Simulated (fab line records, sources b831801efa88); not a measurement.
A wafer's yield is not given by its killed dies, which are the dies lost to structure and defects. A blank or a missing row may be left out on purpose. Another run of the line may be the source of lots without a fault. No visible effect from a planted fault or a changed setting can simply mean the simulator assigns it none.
fab line records    flow gf180mcu
record: lots: 6  wafers: 18  last-day: 34
route steps=602 shown V4@482
lots that met no fault: from a run of the same line without faults
start-h: hours from the record's first day to the start of the lot's first wafer shown    wait-h: time in hours since the lot's previous step    " the same as in the row above    L1.1+2: a single row standing in for several wafers    - value missing, or start not given    * or withheld: withheld    < > ~ a bound
route shown NAME@n: NAME is a module with steps in the file, n the number in the route of the first one    usual: mean and standard deviation over wafers with no fault    same: alike in all rows    chamber/n: place in a boat    sites: readings site by site    _std_site: standard deviation of those values    _edge_site: outer sites' mean less inner sites'    radius-mm: for every site, how far away it sits from the centre of the wafer    mask NAME#n: copy n    behind: the tool/chamber that last shaped the wafer    hold: reason for holding the lot/hours on hold/outcome of the hold    device: the n, p or np transistor that did not switch    end of line: tests run on the same wafers once the route is complete    step lacking rows: just its recipe    killed: dies that structure and defects cost at the first sort, which is not the same as the wafer's yield    map: dies across one wafer; x = killed, . = not, _ = none there
set.NAME: the setting that was run; set.NAME@STEP: the one run at that earlier step    model.NAME: the simulator's own value behind a step, which no gauge read
lots at some steps of the route; a table a step, a row a wafer
services: from which hour (start-h, from the record's first day; less than 0 if before it) a tool's chamber was out of use, for how many hours, and why
== steps ==
step: GF_V4_DEHYDRATE_06
recipe: temp-c: 200  time-s: 60
step: GF_V4_HMDS_07
recipe: prime-time-s: 60  prime-temp-c: 120
step: GF_V4_COAT_08
recipe: resist: BARC  temp-c: withheld  time-s: withheld  spin-rpm: withheld  resist-thk-nm: withheld
step: GF_V4_COAT_09
recipe: resist: KrF  spin-rpm: withheld  resist-thk-nm: 1000
step: GF_V4_SOFTBAKE_10
recipe: temp-c: 130  time-s: 60  resist: KrF
step: GF_V4_EXPOSE_11
recipe: mask-id: Via4  target-cd-nm: 260  na: 0.68  source-shape: conventional  sigma-outer: 0.6  dose-mj: 38
step: GF_V4_PEB_12
recipe: peb-temp-c: 135  peb-time-s: 90  resist: KrF
step: GF_V4_DEVELOP_13
recipe: develop-time-s: 60  resist: KrF  dev-temp-c: 21
step: GF_V4_CD_MEAS_14
recipe: target-cd-nm: 260
usual: cd-nm: 259.9/1.4
lot.wafer  tool       chamber  start-h  wait-h  cd-nm
L899.2     cd-sem-01  -        574.74   0.1     261.5
L899.4     "          -        "        "       260.9
L899.5     "          -        "        "       260.1
L909.1     cd-sem-01  -        661.08   0.1     260.1
L909.2     "          -        "        "       259.9
L909.3     "          -        "        "       260.6
L910.1     cd-sem-01  -        670.94   0.1     260.3
L910.3     "          -        "        "       259.8
L910.4     "          -        "        "       260.7
L911.1     cd-sem-02  -        676.89   0.1     260.9
L911.2     "          -        "        "       260.7
L911.4     "          -        "        "       260.8
L916.1     cd-sem-01  -        710.24   0.1     259.7
L916.2     "          -        "        "       260.2
L916.5     "          -        "        "       259.8
L919.1     cd-sem-01  -        719.94   0.1     261.9
L919.4     "          -        "        "       260.0
L919.6     "          -        "        "       260.1
step: GF_V4_OVL_MEAS_15
usual: V4_OVL: 1/6.8
lot.wafer  tool        chamber  start-h  wait-h  V4_OVL[nm]
L899.2     overlay-02  -        574.85   0.1     3
L899.4     "           -        "        "       9
L899.5     "           -        "        "       1
L909.1     overlay-01  -        661.20   0.1     4
L909.2     "           -        "        "       -1
L909.3     "           -        "        "       0
L910.1     overlay-01  -        671.06   0.1     7
L910.3     "           -        "        "       -5
L910.4     "           -        "        "       -3
L911.1     overlay-02  -        677.01   0.1     -2
L911.2     "           -        "        "       -9
L911.4     "           -        "        "       -3
L916.1     overlay-01  -        710.36   0.1     -16
L916.2     "           -        "        "       3
L916.5     "           -        "        "       -9
L919.1     overlay-01  -        720.06   0.1     -4
L919.4     "           -        "        "       -2
L919.6     "           -        "        "       -7
step: GF_V4_ETCH_16
recipe: chemistry: N2/H2  target-depth-a: withheld  overetch-a: withheld  time-s: withheld  target: BARC  ion-energy-ev: 200  source-w: 500  bias-w: 100  pressure-mtorr: 30  n2-flow-sccm: 100  h2-flow-sccm: 200
usual: drypump-motor-current-A: 5.7/0.54  oes-product-au: 0.854/0.0044  throttle-valve-pct: 13.227/0.0091
lot.wafer  tool         chamber  start-h  wait-h  drypump-motor-current-A  oes-product-au  throttle-valve-pct
L899.2     rie-diel-01  0        574.88   0.0     5.3                      0.848           13.240
L899.4     "            1        "        "       5.4                      0.850           13.233
L899.5     "            2        "        "       5.4                      0.855           13.224
L909.1     rie-diel-01  3        661.24   0.0     5.4                      0.861           13.219
L909.2     "            1        "        "       5.4                      0.856           13.229
L909.3     "            0        "        "       5.3                      0.847           13.225
L910.1     rie-diel-04  2        671.09   0.0     6.7                      0.847           13.240
L910.3     "            1        "        "       6.1                      0.845           13.220
L910.4     "            2        "        "       6.6                      0.852           13.225
L911.1     rie-diel-03  3        677.04   0.0     6.5                      0.851           13.221
L911.2     "            0        "        "       5.6                      0.852           13.226
L911.4     "            1        "        "       4.9                      0.852           13.211
L916.1     rie-diel-01  0        710.39   0.0     5.4                      0.854           13.231
L916.2     "            1        "        "       5.4                      0.859           13.210
L916.5     "            1        "        "       5.4                      0.852           13.232
L919.1     rie-diel-03  2        720.09   0.0     6.4                      0.858           13.242
L919.4     "            1        "        "       4.9                      0.856           13.241
L919.6     "            2        "        "       6.4                      0.853           13.233
step: GF_V4_ETCH_17
recipe: chemistry: C4F8/O2/Ar  mask-material: KrF  target: SiO2  stop-on: TiN  source-w: 1500  bias-w: 1200  pressure-mtorr: 40  c4f8-flow-sccm: withheld  O2_flow_sccm: 6  Ar_flow_sccm: 300  time-s: withheld  target-depth-a: 6300
usual: oes-product-au: 0.856/0.0055
lot.wafer  tool         chamber  start-h  wait-h  oes-product-au
L899.2     rie-diel-01  0        -        -       0.858
L899.4     "            1        "        "       0.862
L899.5     "            2        "        "       0.854
L909.1     rie-diel-01  3        -        -       0.860
L909.2     "            1        "        "       0.847
L909.3     "            0        "        "       0.858
L910.1     rie-diel-04  2        -        -       0.866
L910.3     "            1        "        "       0.860
L910.4     "            2        "        "       0.851
L911.1     rie-diel-03  3        -        -       0.861
L911.2     "            0        "        "       0.860
L911.4     "            1        "        "       0.869
L916.1     rie-diel-01  0        -        -       0.855
L916.2     "            1        "        "       0.855
L916.5     "            1        "        "       0.854
L919.1     rie-diel-03  2        -        -       0.854
L919.4     "            1        "        "       0.850
L919.6     "            2        "        "       0.861
step: GF_V4_STRIP_18
recipe: chemistry: O2/N2  power-w: 1400  pressure-mtorr: 1500  platen-temp-c: 250  o2-flow-sccm: 3000  n2-flow-sccm: 300  overash-fraction: 0.5
usual: chamber-pressure-mTorr: 1499.9/1.6  drypump-motor-current-A: 5.3/0.45  heater-power-w: 346/26  oes-product-au: 0.592/0.005
lot.wafer  tool             chamber  start-h  wait-h  chamber-pressure-mTorr  drypump-motor-current-A  heater-power-w  oes-product-au  rf-hours-counter-h
L899.2     plasma-asher-03  0        575.01   -       1500.4                  4.9                      331             0.591           93
L899.4     "                1        "        "       1502.6                  5.1                      398             0.599           -
L899.5     "                0        "        "       1500.1                  4.9                      333             0.591           -
L909.1     plasma-asher-02  0        661.37   -       1502.5                  5.6                      340             0.582           27
L909.2     "                1        "        "       1500.4                  5.1                      302             0.587           27
L909.3     "                1        "        "       1498.7                  5.1                      311             0.592           -
L910.1     plasma-asher-02  0        671.22   -       -                       -                        -               -               -
L910.3     "                1        "        "       -                       -                        -               -               -
L910.4     "                0        "        "       -                       -                        -               -               -
L911.1     plasma-asher-01  1        677.17   -       -                       -                        -               -               -
L911.2     "                0        "        "       -                       -                        -               -               -
L911.4     "                0        "        "       -                       -                        -               -               -
L916.1     plasma-asher-03  1        710.52   -       1500.2                  5.1                      388             0.594           108
L916.2     "                0        "        "       1499.1                  5.0                      326             0.592           108
L916.5     "                1        "        "       1499.1                  5.1                      395             0.591           -
L919.1     plasma-asher-03  1        720.22   -       1498.9                  5.1                      399             0.589           109
L919.4     "                1        "        "       1499.4                  5.1                      393             0.586           -
L919.6     "                1        "        "       1499.3                  5.1                      390             0.590           -
step: GF_V4_STRIP_19
recipe: chemistry: post-etch-residue-remover  time-s: 1200  temp-c: 72.5
== services ==
tool             chamber  start-h  hours  kind
plasma-asher-03  -        555.48   2.8    pm
plasma-asher-03  -        563.74   5.1    repair
plasma-asher-02  -        604.94   7.1    repair
rie-diel-03      0        657.77   4.8    repair
rie-diel-01      2        658.85   7.5    repair
rie-diel-04      3        661.96   -      clean
rie-diel-04      3        661.96   32.6   scheduled-down
rie-diel-04      3        661.96   32.6   vent-cycle
rie-diel-01      -        678.21   2.8    pm
rie-diel-01      2        706.03   -      clean
rie-diel-01      2        706.03   22.6   scheduled-down
rie-diel-01      2        706.03   22.6   vent-cycle
rie-diel-03      -        712.38   0.2    repair
== key ==
first-sign: step: GF_V4_STRIP_18  reading: tool-record  direction: missing
effect none on later readings
met-at GF_V4_STRIP_18
struck-wafers L910.1,L910.3,L910.4,L911.1,L911.2,L911.4
later-rows-left-out L910.1,L910.3,L910.4,L911.1,L911.2,L911.4
sort-left-out L910.1,L910.3,L910.4,L911.1,L911.2,L911.4
onset-between 661.37 671.22
fault: kind: skipped-step-whole  tool: plasma-asher-01,plasma-asher-02  chamber: -  onset-h: 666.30  steps: GF_V4_STRIP_18  scope: struck-lots-only
sort-left-out: the simulated sort isn't trusted on such a fault, so these wafers' sort isn't shown, and their yield isn't known
later-rows-left-out: the simulator's readings of these wafers behind a module that went badly wrong aren't trusted and aren't shown, but for the sort
